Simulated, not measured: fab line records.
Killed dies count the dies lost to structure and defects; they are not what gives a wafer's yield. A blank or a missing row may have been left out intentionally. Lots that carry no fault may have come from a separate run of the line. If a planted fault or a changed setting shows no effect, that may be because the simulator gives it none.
Matching of chambers ; flow gf180mcu ; 3 sister chambers for GF_CONTACT_CVD_02 on pecvd-01
The step deposits SiO2 from TEOS, target thk 860 nm, time 95.992 s. 14 wafers are shown with their chamber, then 7 later ones without.

== WAFERS PAIRED WITH THEIR CHAMBERS ==
wafer;chamber;rf_fwd_power_W (W);heater_power_w (W)
L617.1;2;598.3;671
L617.4;1;592.8;638
L617.6;2;599.6;719
L620.1;1;595.3;728
L620.3;0;597.0;552
L620.6;2;596.1;599
L622.2;0;595.9;630
L622.3;1;594.6;615
L622.6;0;597.1;642
L627.2;0;597.6;590
L627.3;1;599.0;718
L627.5;2;596.2;535
L629.3;0;596.6;655
L629.5;2;598.1;663

SIGNATURES (averages over the wafers above)
reading;chamber 0;chamber 1;chamber 2;scatter within a chamber
rf_fwd_power_W;596.840;595.425;597.660;1.68
heater_power_w;613.80;674.75;637.40;58.1
Rule: a wafer's distance from a chamber is the root of the sum, over the readings, of the square of ((its reading less the chamber's mean) divided by the reading's scatter). The wafer belongs to the nearest chamber; if the next one is less than 2 further off, it can't be placed. The scatter is the square root of a quotient: the sum, over the shown wafers, of each reading's squared deviation from its chamber's mean, divided by wafers minus chambers.

== WAFERS WITH NO CHAMBER GIVEN ==
wafer;rf_fwd_power_W (W);heater_power_w (W)
L629.6;597.1;523
L638.2;592.6;732
L638.4;594.4;600
L638.6;599.5;621
L640.3;597.2;642
L640.5;597.2;652
L640.6;597.1;532

== WHICH CHAMBER EACH WENT THROUGH ==
wafer;from the rows above;in truth
L629.6;can't be placed: 0 or 2 or 1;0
L638.2;can't be placed: 1 or 0 or 2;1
L638.4;can't be placed: 1 or 0 or 2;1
L638.6;can't be placed: 2 or 0 or 1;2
L640.3;can't be placed: 2 or 0 or 1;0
L640.5;can't be placed: 2 or 0 or 1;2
L640.6;can't be placed: 0 or 2 or 1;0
0 of 7 placed correctly. From these rows, 7 cannot be placed; in 7 the true chamber is one of the candidates. Placed wrongly: 0.
